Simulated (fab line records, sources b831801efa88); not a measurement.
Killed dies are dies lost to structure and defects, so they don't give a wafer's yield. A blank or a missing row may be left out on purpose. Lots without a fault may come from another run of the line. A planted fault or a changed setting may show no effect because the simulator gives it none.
fab line records | flow sky130 | part 1 of 2: steps 1 to 30 of 43
record lots=5 wafers=15 last_day=49
route steps=708 shown FIELD_ISO@21 NWELL@32 DNWELL@35 PWDE@45
lots that met no fault: from a run of the same line without faults
start_h: hours from the record's first day to the start of the lot's first wafer shown | wait_h: hours since the lot's step before | " the same as in the row above | L1.1+2: a row that stands for several wafers | - no value, or no start given | * or withheld: withheld | < > ~ a bound
route shown NAME@n: a module of which the file shows steps, and the number in the route of the first | usual: mean/standard deviation of fault-free wafers | same: alike in all rows | chamber/n: place in a boat | sites: the reading at each site | _std_site: their standard deviation | _edge_site: outer sites' mean less inner sites' | radius_mm: how far each site lies from the wafer's centre | mask NAME#n: copy n | behind: the tool/chamber that last shaped the wafer | hold: why the lot was held/for how many hours/how that ended | device: the transistor (n, p or np) that didn't switch | end of line: the same wafers' tests at the end of the route | a step without rows: its recipe alone | killed: dies lost to structure and defects at the first sort, not the wafer's yield | map: a wafer's dies, x killed, . not, _ none there
set.NAME: the setting as run; set.NAME@STEP: as run at that earlier step | model.NAME: the simulator's own value behind a step, which no gauge read
lots at some steps of the route; a table a step, a row a wafer
services: from which hour (start_h, from the record's first day; less than 0 if before it) a tool's chamber was out of use, for how many hours, and why
## steps
# step SKY_FIELD_ISO_CLEAN_20
# recipe chemistry=dHF time_s=20 dilution=100:1
# columns lot.wafer tool chamber start_h wait_h
L079.3+5+6 wet_bench-03 3 56.14 0.0
L089.2+4+5 wet_bench-01 3 113.83 0.0
L090.4+5+6 wet_bench-03 0 114.93 0.0
L091.2+3+5 wet_bench-01 0 117.45 0.0
L092.1+3+5 wet_bench-01 2 120.68 0.0
# step SKY_FIELD_ISO_WET_ETCH_21
# recipe chemistry=dHF dilution=100:1 target_depth_nm=20 dry=ipa_marangoni target=SiO2 temp_c=25 time_s=400
# usual temp_c=25.00/0.098
# columns lot.wafer tool chamber start_h wait_h temp_c
L079.3 wet_bench-01 0 56.15 0.0 25.02
L079.5 " 0 " " 25.00
L079.6 " 0 " " 25.03
L089.2 wet_bench-03 1 113.84 0.0 24.89
L089.4 " 1 " " 24.89
L089.5 " 1 " " 25.00
L090.4 wet_bench-01 0 114.95 0.0 25.03
L090.5 " 0 " " 24.98
L090.6 " 0 " " 25.05
L091.2 wet_bench-03 2 117.46 0.0 24.96
L091.3 " 2 " " 24.84
L091.5 " 2 " " 24.92
L092.1 wet_bench-01 1 120.69 0.0 25.17
L092.3 " 1 " " 25.14
L092.5 " 1 " " 25.04
# step SKY_FIELD_ISO_OXIDATION_22
# recipe temp_c=950 ambient=O2 stabilise_s=600 purge_s=300 target_thk_a=100 ox_time_s=623
# usual spike_tc_centre_C=949.6/1.2 zone_power_bottom_pct=27.2/1.6 zone_power_centre_pct=21.1/0.41
# same ox_time_s=623
# columns lot.wafer tool chamber start_h wait_h spike_tc_centre_C zone_power_bottom_pct zone_power_centre_pct
L079.3 furnace-01 0 56.63 0.4 950.3 29.1 20.7
L079.5 " 0 " " 953.4 28.7 20.3
L079.6 " 0 " " 952.6 28.8 20.8
L089.2 furnace-02 0 113.96 0.0 949.1 25.6 21.5
L089.4 " 0 " " 949.2 26.0 21.4
L089.5 " 0 " " 948.6 25.7 21.6
L090.4 furnace-02 0 116.66 1.6 948.1 25.6 21.6
L090.5 " 0 " " 950.0 25.8 21.8
L090.6 " 0 " " 946.2 26.0 21.6
L091.2 furnace-02 0 120.59 3.0 949.2 25.8 21.1
L091.3 " 0 " " 949.0 26.0 21.2
L091.5 " 0 " " 949.0 25.9 21.2
L092.1 furnace-02 0 123.11 2.3 949.6 25.8 21.2
L092.3 " 0 " " 948.2 25.9 21.9
L092.5 " 0 " " 949.7 25.6 21.8
# step SKY_FIELD_ISO_THK_MEAS_23
# recipe reads=SiO2_of_FIELD_ISO_OXIDATION_22
# usual FIELD_ISO_OXIDATION_01_THK=9.95/0.2
# columns lot.wafer tool chamber start_h wait_h FIELD_ISO_OXIDATION_01_THK[nm]
L079.3 film_metro-02 - 57.83 0.0 9.80
L079.5 " - " " 9.75
L079.6 " - " " 9.77
L089.2 film_metro-01 - 115.14 0.0 9.73
L089.4 " - " " 9.47
L089.5 " - " " 9.66
L090.4 film_metro-01 - 117.87 0.0 9.67
L090.5 " - " " 9.74
L090.6 " - " " 9.61
L091.2 film_metro-04 - 121.78 0.0 9.79
L091.3 " - " " 9.79
L091.5 " - " " 9.81
L092.1 film_metro-02 - 124.29 0.0 10.11
L092.3 " - " " 10.14
L092.5 " - " " 9.86
# step SKY_FIELD_ISO_CVD_24
# recipe material=SiO2 target_thk_nm=595 temp_c=650 sigma_open_frac=0.3 time_s=99.2 sih4_flow_sccm=60 pressure_mtorr=6
# usual pressure_mtorr=6.000/0.012
# columns lot.wafer tool chamber start_h wait_h pressure_mtorr
L079.3 hdpcvd-01 1 57.87 0.0 5.991
L079.5 " 2 " " 6.003
L079.6 " 0 " " 6.018
L089.2 hdpcvd-01 0 115.19 0.0 5.993
L089.4 " 0 " " 6.003
L089.5 " 1 " " 5.999
L090.4 hdpcvd-01 1 117.93 0.1 6.019
L090.5 " 2 " " 6.000
L090.6 " 0 " " 6.008
L091.2 hdpcvd-01 1 121.83 0.0 6.008
L091.3 " 0 " " 5.987
L091.5 " 1 " " 6.021
L092.1 hdpcvd-02 0 124.35 0.1 5.973
L092.3 " 1 " " 6.005
L092.5 " 0 " " 5.969
# step SKY_FIELD_ISO_THK_MEAS_25
# recipe reads=SiO2_of_FIELD_ISO_CVD_24
# usual FIELD_ISO_CVD_24_THK=598/5.4
# columns lot.wafer tool chamber start_h wait_h FIELD_ISO_CVD_24_THK[nm]
L079.3 film_metro-01 - 57.96 0.1 602
L079.5 " - " " 592
L079.6 " - " " 604
L089.2 film_metro-04 - 115.27 0.0 596
L089.4 " - " " 586
L089.5 " - " " 596
L090.4 film_metro-02 - 118.00 0.0 600
L090.5 " - " " 604
L090.6 " - " " 602
L091.2 film_metro-04 - 121.91 0.0 609
L091.3 " - " " 597
L091.5 " - " " 600
L092.1 film_metro-04 - 124.42 0.0 599
L092.3 " - " " 600
L092.5 " - " " 599
# step SKY_FIELD_ISO_ANNEAL_26
# recipe temp_c=1000 time_s=1800 ambient=N2
# usual spike_tc_centre_C=999.9/1.3 zone_power_bottom_pct=31.0/1.7 zone_power_centre_pct=23.4/0.41
# columns lot.wafer tool chamber start_h wait_h spike_tc_centre_C zone_power_bottom_pct zone_power_centre_pct
L079.3 furnace-01 0 59.05 1.1 999.0 32.6 23.4
L079.5 " 0 " " 999.9 32.6 23.4
L079.6 " 0 " " 999.3 32.7 23.4
L089.2 furnace-01 0 118.37 3.1 1000.1 32.0 23.0
L089.4 " 0 " " 1000.5 32.4 23.1
L089.5 " 0 " " 1001.1 31.7 23.1
L090.4 furnace-01 0 118.37 0.4 1001.7 32.6 23.0
L090.5 " 0 " " 1000.7 32.6 22.9
L090.6 " 0 " " 1000.4 32.5 23.1
L091.2 furnace-02 0 124.29 2.4 1000.4 28.6 24.0
L091.3 " 0 " " 997.7 29.1 23.9
L091.5 " 0 " " 999.4 28.6 24.2
L092.1 furnace-02 0 125.79 1.4 997.0 28.9 24.0
L092.3 " 0 " " 999.0 29.2 24.2
L092.5 " 0 " " 999.7 28.5 23.9
# step SKY_FIELD_ISO_CMP_27
# recipe stop_on=Si3N4 t_overpolish_s=16 down_force_psi=4 platen_rpm=60 target_thk_nm=457.8 pad_velocity_m_s=0.94248
# usual motor_current_A=12.4/1.4 overpolish_run_s=15.999/0.0087 slurry_flow_ml_min=150.0/0.45 time_to_endpoint_s=112/3.6
# columns lot.wafer tool chamber start_h wait_h motor_current_A overpolish_run_s slurry_flow_ml_min time_to_endpoint_s
L079.3 cmp-02 1 60.60 0.1 10.5 15.983 150.0 114
L079.5 " 0 " " 12.5 16.006 150.3 119
L079.6 " 1 " " 10.2 15.990 150.4 115
L089.2 cmp-02 2 119.92 0.1 13.8 15.999 149.5 109
L089.4 " 3 " " 11.0 16.000 149.9 104
L089.5 " 2 " " 13.9 15.998 150.2 110
L090.4 cmp-01 1 120.01 0.1 11.2 16.016 149.7 113
L090.5 " 3 " " 13.3 16.004 150.8 115
L090.6 " 0 " " 15.5 16.009 150.4 118
L091.2 cmp-01 2 125.84 0.1 11.5 16.001 150.8 114
L091.3 " 3 " " 13.1 16.004 150.5 116
L091.5 " 2 " " 11.6 15.990 150.9 117
L092.1 cmp-01 1 127.29 0.0 11.7 15.996 149.5 109
L092.3 " 3 " " 12.9 15.990 149.7 113
L092.5 " 1 " " 11.4 15.997 149.7 109
# step SKY_FIELD_ISO_WET_ETCH_28
# recipe chemistry=dHF target_depth_nm=23.7 target=SiO2 dilution=10:1 temp_c=25 time_s=47
# usual temp_c=24.99/0.11
# columns lot.wafer tool chamber start_h wait_h temp_c
L079.3 wet_bench-01 2 60.85 0.2 25.08
L079.5 " 2 " " 25.10
L079.6 " 2 " " 24.94
L089.2 wet_bench-03 1 120.17 0.2 24.88
L089.4 " 1 " " 25.04
L089.5 " 1 " " 24.95
L090.4 wet_bench-03 0 120.21 0.1 25.07
L090.5 " 0 " " 24.86
L090.6 " 0 " " 24.99
L091.2 wet_bench-02 0 126.09 0.2 25.07
L091.3 " 0 " " 24.85
L091.5 " 0 " " 24.93
L092.1 wet_bench-03 2 127.59 0.2 25.07
L092.3 " 2 " " 24.86
L092.5 " 2 " " 25.12
# step SKY_FIELD_ISO_WET_ETCH_29
# recipe chemistry=H3PO4 target_depth_nm=160 target=Si3N4 temp_c=160 time_s=1825
# usual temp_c=160.03/0.14
# columns lot.wafer tool chamber start_h wait_h temp_c
L079.3 wet_bench-02 0 60.88 0.0 159.80
L079.5 " 0 " " 159.91
L079.6 " 0 " " 160.00
L089.2 wet_bench-02 1 120.19 0.0 160.08
L089.4 " 1 " " 159.85
L089.5 " 1 " " 159.93
L090.4 wet_bench-03 1 120.23 0.0 159.98
L090.5 " 1 " " 160.03
L090.6 " 1 " " 159.90
L091.2 wet_bench-03 3 126.11 0.0 160.08
L091.3 " 3 " " 159.99
L091.5 " 3 " " 160.23
L092.1 wet_bench-01 1 127.61 0.0 160.27
L092.3 " 1 " " 160.00
L092.5 " 1 " " 159.97
# step SKY_FIELD_ISO_WET_ETCH_30
# recipe chemistry=dHF target_depth_nm=25 target=SiO2 dilution=10:1 temp_c=25 time_s=50
# usual temp_c=25.03/0.11
# columns lot.wafer tool chamber start_h wait_h temp_c
L079.3 wet_bench-03 0 61.39 0.0 25.15
L079.5 " 0 " " 25.08
L079.6 " 0 " " 25.20
L090.4 wet_bench-03 2 120.75 0.0 24.85
L090.5 " 2 " " 24.89
L090.6 " 2 " " 24.98
L089.2 wet_bench-02 0 120.75 0.0 25.06
L089.4 " 0 " " 24.91
L089.5 " 0 " " 25.00
L091.2 wet_bench-02 0 126.62 0.0 25.26
L091.3 " 0 " " 25.08
L091.5 " 0 " " 25.08
L092.1 wet_bench-02 2 128.12 0.0 24.96
L092.3 " 2 " " 25.32
L092.5 " 2 " " 24.91
# step SKY_NWELL_CLEAN_00
# recipe chemistry=SC1/SC2 mix=1:4:20 temp_c=70 time_s=150 dry=n2_spin
# usual temp_c=70.03/0.1
# columns lot.wafer tool chamber start_h wait_h temp_c
L079.3 wet_bench-01 2 61.42 0.0 70.03
L079.5 " 2 " " 70.12
L079.6 " 2 " " 69.95
L090.4 wet_bench-03 0 120.77 0.0 69.96
L090.5 " 0 " " 69.92
L090.6 " 0 " " 69.97
L089.2 wet_bench-02 2 120.78 0.0 70.04
L089.4 " 2 " " 70.11
L089.5 " 2 " " 70.05
L091.2 wet_bench-03 2 126.65 0.0 69.89
L091.3 " 2 " " 70.08
L091.5 " 2 " " 70.07
L092.1 wet_bench-03 1 128.15 0.0 70.21
L092.3 " 1 " " 70.10
L092.5 " 1 " " 70.23
# step SKY_NWELL_OXIDATION_01
# recipe temp_c=900 ambient=O2 stabilise_s=600 purge_s=300 target_thk_a=100 ox_time_s=1418
# usual spike_tc_centre_C=899.8/1.3 zone_power_bottom_pct=24.5/1.4 zone_power_centre_pct=18.6/0.34
# same ox_time_s=1418
# columns lot.wafer tool chamber start_h wait_h spike_tc_centre_C zone_power_bottom_pct zone_power_centre_pct
L079.3 furnace-01 0 62.07 0.6 899.9 25.5 18.3
L079.5 " 0 " " 900.0 25.8 18.2
L079.6 " 0 " " 902.0 25.9 18.4
L089.2 furnace-01 0 124.16 3.3 900.7 25.1 18.1
L089.4 " 0 " " 899.9 25.5 18.5
L089.5 " 0 " " 898.4 25.6 18.6
L090.4 furnace-01 0 124.16 3.3 901.0 25.5 18.4
L090.5 " 0 " " 901.6 26.0 18.4
L090.6 " 0 " " 901.0 25.5 18.3
L091.2 furnace-01 0 128.50 1.8 901.9 25.2 18.3
L091.3 " 0 " " 901.2 25.3 18.3
L091.5 " 0 " " 900.7 26.0 18.3
L092.1 furnace-01 0 128.50 0.3 901.2 25.7 18.3
L092.3 " 0 " " 900.4 25.8 18.5
L092.5 " 0 " " 901.1 25.9 18.2
# step SKY_NWELL_THK_MEAS_02
# recipe reads=SiO2_of_NWELL_OXIDATION_01
# usual NWELL_OXIDATION_THK=9.97/0.17
# columns lot.wafer tool chamber start_h wait_h NWELL_OXIDATION_THK[nm]
L079.3 film_metro-02 - 63.48 0.0 10.10
L079.5 " - " " 9.81
L079.6 " - " " 10.12
L089.2 film_metro-03 - 125.56 0.0 10.08
L089.4 " - " " 10.08
L089.5 " - " " 9.97
L090.4 film_metro-02 - 125.58 0.0 9.61
L090.5 " - " " 9.94
L090.6 " - " " 9.92
L091.2 film_metro-04 - 129.90 0.0 9.93
L091.3 " - " " 9.89
L091.5 " - " " 9.79
L092.1 film_metro-02 - 129.92 0.0 10.07
L092.3 " - " " 9.89
L092.5 " - " " 9.80
# step SKY_DNWELL_DEHYDRATE_00
# recipe temp_c=200 time_s=60
# columns lot.wafer tool chamber start_h wait_h
L079.3+5+6 litho_track-02 0 71.04 7.5
L089.2+4+5 litho_track-04 0 134.64 9.1
L090.4+5+6 litho_track-02 0 134.76 9.2
L091.2+3+5 litho_track-03 0 138.34 8.4
L092.1+3+5 litho_track-04 0 138.37 8.4
# step SKY_DNWELL_HMDS_01
# recipe prime_time_s=60 prime_temp_c=120
# same prime_time_s=60
# columns lot.wafer tool chamber start_h wait_h
L079.3+5+6 litho_track-02 0 71.19 0.1
L089.2+4+5 litho_track-04 0 134.79 0.1
L090.4+5+6 litho_track-02 0 134.91 0.1
L091.2+3+5 litho_track-03 0 138.49 0.1
L092.1+3+5 litho_track-04 0 138.52 0.1
# step SKY_DNWELL_COAT_02
# recipe spin_rpm=2000 resist_thk_nm=3000
# columns lot.wafer tool chamber start_h wait_h
L079.3+5+6 litho_track-02 0 71.34 0.1
L089.2+4+5 litho_track-04 0 134.94 0.1
L090.4+5+6 litho_track-02 0 135.06 0.1
L091.2+3+5 litho_track-03 0 138.64 0.1
L092.1+3+5 litho_track-04 0 138.67 0.1
# step SKY_DNWELL_SOFTBAKE_03
# recipe temp_c=110 time_s=withheld
# columns lot.wafer tool chamber start_h wait_h
L079.3+5+6 litho_track-02 0 71.51 0.1
L089.2+4+5 litho_track-04 0 135.10 0.1
L090.4+5+6 litho_track-02 0 135.24 0.1
L091.2+3+5 litho_track-03 0 138.80 0.1
L092.1+3+5 litho_track-04 0 138.82 0.1
# step SKY_DNWELL_EXPOSE_04
# recipe mask_id=DNM na=0.57 target_cd_nm=3000 dose_mj=222
# columns lot.wafer tool chamber start_h wait_h mask
L079.3+5+6 iline_stepper-02 0 - - DNM#0
L089.2+4+5 iline_stepper-02 0 - - DNM#0
L090.4+5+6 iline_stepper-01 0 - - DNM#0
L091.2+3+5 iline_stepper-02 0 - - DNM#0
L092.1+3+5 iline_stepper-01 0 - - DNM#0
# step SKY_DNWELL_PEB_05
# recipe temp_c=115 time_s=withheld
# columns lot.wafer tool chamber start_h wait_h
L079.3+5+6 litho_track-04 0 - -
L089.2+4+5 litho_track-04 0 - -
L090.4+5+6 litho_track-02 0 - -
L091.2+3+5 litho_track-04 0 - -
L092.1+3+5 litho_track-02 0 - -
# step SKY_DNWELL_DEVELOP_06
# recipe wall_angle_deg=90 developer=TMAH develop_time_s=60 dev_temp_c=23
# columns lot.wafer tool chamber start_h wait_h
L079.3+5+6 litho_track-04 0 - -
L089.2+4+5 litho_track-04 0 - -
L090.4+5+6 litho_track-02 0 - -
L091.2+3+5 litho_track-04 0 - -
L092.1+3+5 litho_track-02 0 - -
# step SKY_DNWELL_IMPLANT_07
# recipe species=P energy_kev=withheld dose_cm2=withheld tilt_deg=withheld
# usual end_station_pressure_torr=5.05e-06/2.9e-07
# columns lot.wafer tool chamber start_h wait_h end_station_pressure_torr
L079.3 implanter-03 0 80.52 - 4.89e-06
L079.5 " 0 " " 5.23e-06
L079.6 " 0 " " 5.61e-06
L089.2 implanter-04 0 144.89 - 4.64e-06
L089.4 " 0 " " 4.73e-06
L089.5 " 0 " " 5.93e-06
L090.4 implanter-02 0 145.06 - 4.83e-06
L090.5 " 0 " " 4.97e-06
L090.6 " 0 " " 4.89e-06
L091.2 implanter-03 0 148.79 - 5e-06
L091.3 " 0 " " 5.24e-06
L091.5 " 0 " " 4.92e-06
L092.1 implanter-04 0 149.34 - 5.09e-06
L092.3 " 0 " " 5.35e-06
L092.5 " 0 " " 4.85e-06
# step SKY_DNWELL_STRIP_08
# recipe chemistry=O2/N2 power_w=1400 pressure_mtorr=1500 platen_temp_c=withheld o2_flow_sccm=3000 n2_flow_sccm=300 overash_fraction=0.5
# usual drypump_motor_current_A=5.7/0.44 n2_flow_sccm=299.9/0.91 oes_product_au=0.723/0.0045 strip_time_to_endpoint_s=36.90/0.1
# columns lot.wafer tool chamber start_h wait_h drypump_motor_current_A n2_flow_sccm oes_product_au rf_hours_counter_h strip_time_to_endpoint_s
L079.3 plasma_asher-02 1 80.65 0.1 5.4 301.3 0.727 - 36.79
L079.5 " 0 " " 6.6 300.2 0.725 - 36.76
L079.6 " 1 " " 5.5 301.0 0.728 - 36.71
L089.2 plasma_asher-01 0 145.02 0.1 5.3 300.5 0.715 34 36.87
L089.4 " 0 " " 5.3 301.6 0.720 - 36.88
L089.5 " 0 " " 5.3 299.8 0.733 - 36.79
L090.4 plasma_asher-02 0 145.17 0.1 6.6 300.6 0.718 - 36.91
L090.5 " 0 " " 6.6 300.3 0.724 - 36.90
L090.6 " 1 " " 5.5 299.6 0.721 - 36.70
L091.2 plasma_asher-04 1 148.92 0.1 5.9 299.4 0.715 48 36.90
L091.3 " 1 " " 5.9 300.3 0.726 - 36.88
L091.5 " 0 " " 5.8 299.5 0.727 - 36.86
L092.1 plasma_asher-01 1 149.49 0.1 5.7 298.1 0.720 34 36.72
L092.3 " 1 " " 5.8 299.8 0.722 - 36.75
L092.5 " 1 " " 5.7 299.1 0.715 - 36.85
# step SKY_DNWELL_TW_MEAS_09
# usual DNWELL_TW=1112/10
# columns lot.wafer tool chamber start_h wait_h DNWELL_TW
L079.3 film_metro-02 - 80.74 0.1 1117
L079.5 " - " " 1116
L079.6 " - " " 1118
L089.2 film_metro-03 - 145.13 0.1 1105
L089.4 " - " " 1095
L089.5 " - " " 1105
L090.4 film_metro-04 - 145.27 0.1 1127
L090.5 " - " " 1124
L090.6 " - " " 1122
L091.2 film_metro-02 - 149.03 0.1 1126
L091.3 " - " " 1115
L091.5 " - " " 1123
L092.1 film_metro-03 - 149.59 0.1 1101
L092.3 " - " " 1104
L092.5 " - " " 1112
# step SKY_PWDE_DEHYDRATE_00
# recipe temp_c=200 time_s=60
# columns lot.wafer tool chamber start_h wait_h
L079.3+5+6 litho_track-03 0 88.56 7.8
L089.2+4+5 litho_track-03 0 155.09 9.9
L090.4+5+6 litho_track-02 0 155.26 10.0
L091.2+3+5 litho_track-03 0 158.29 9.2
L092.1+3+5 litho_track-02 0 158.89 9.3
# step SKY_PWDE_HMDS_01
# recipe prime_time_s=60 prime_temp_c=120
# same prime_time_s=60
# columns lot.wafer tool chamber start_h wait_h
L079.3+5+6 litho_track-03 0 88.71 0.1
L089.2+4+5 litho_track-03 0 155.24 0.1
L090.4+5+6 litho_track-02 0 155.41 0.1
L091.2+3+5 litho_track-03 0 158.44 0.1
L092.1+3+5 litho_track-02 0 159.04 0.1
# step SKY_PWDE_COAT_02
# recipe spin_rpm=2000 resist_thk_nm=3000
# columns lot.wafer tool chamber start_h wait_h
L079.3+5+6 litho_track-03 0 88.86 0.1
L089.2+4+5 litho_track-03 0 155.39 0.1
L090.4+5+6 litho_track-02 0 155.56 0.1
L091.2+3+5 litho_track-03 0 158.59 0.1
L092.1+3+5 litho_track-02 0 159.19 0.1
# step SKY_PWDE_SOFTBAKE_03
# recipe temp_c=110 time_s=withheld
# columns lot.wafer tool chamber start_h wait_h
L079.3+5+6 litho_track-03 0 89.03 0.1
L089.2+4+5 litho_track-03 0 155.55 0.1
L090.4+5+6 litho_track-02 0 155.74 0.1
L091.2+3+5 litho_track-03 0 158.75 0.1
L092.1+3+5 litho_track-02 0 159.34 0.1
# step SKY_PWDE_EXPOSE_04
# recipe mask_id=PWDEM na=0.6 source_shape=conventional sigma_outer=0.6 polarization=unpolarized target_cd_nm=840 dose_mj=214
# columns lot.wafer tool chamber start_h wait_h mask
L079.3+5+6 iline_stepper-01 0 - - PWDEM#0
L089.2+4+5 iline_stepper-01 0 - - PWDEM#0
L090.4+5+6 iline_stepper-01 0 - - PWDEM#0
L091.2+3+5 iline_stepper-02 0 - - PWDEM#0
L092.1+3+5 iline_stepper-01 0 - - PWDEM#0
# step SKY_PWDE_PEB_05
# recipe temp_c=115 time_s=withheld
# columns lot.wafer tool chamber start_h wait_h
L079.3+5+6 litho_track-01 0 - -
L089.2+4+5 litho_track-01 0 - -
L090.4+5+6 litho_track-01 0 - -
L091.2+3+5 litho_track-02 0 - -
L092.1+3+5 litho_track-02 0 - -
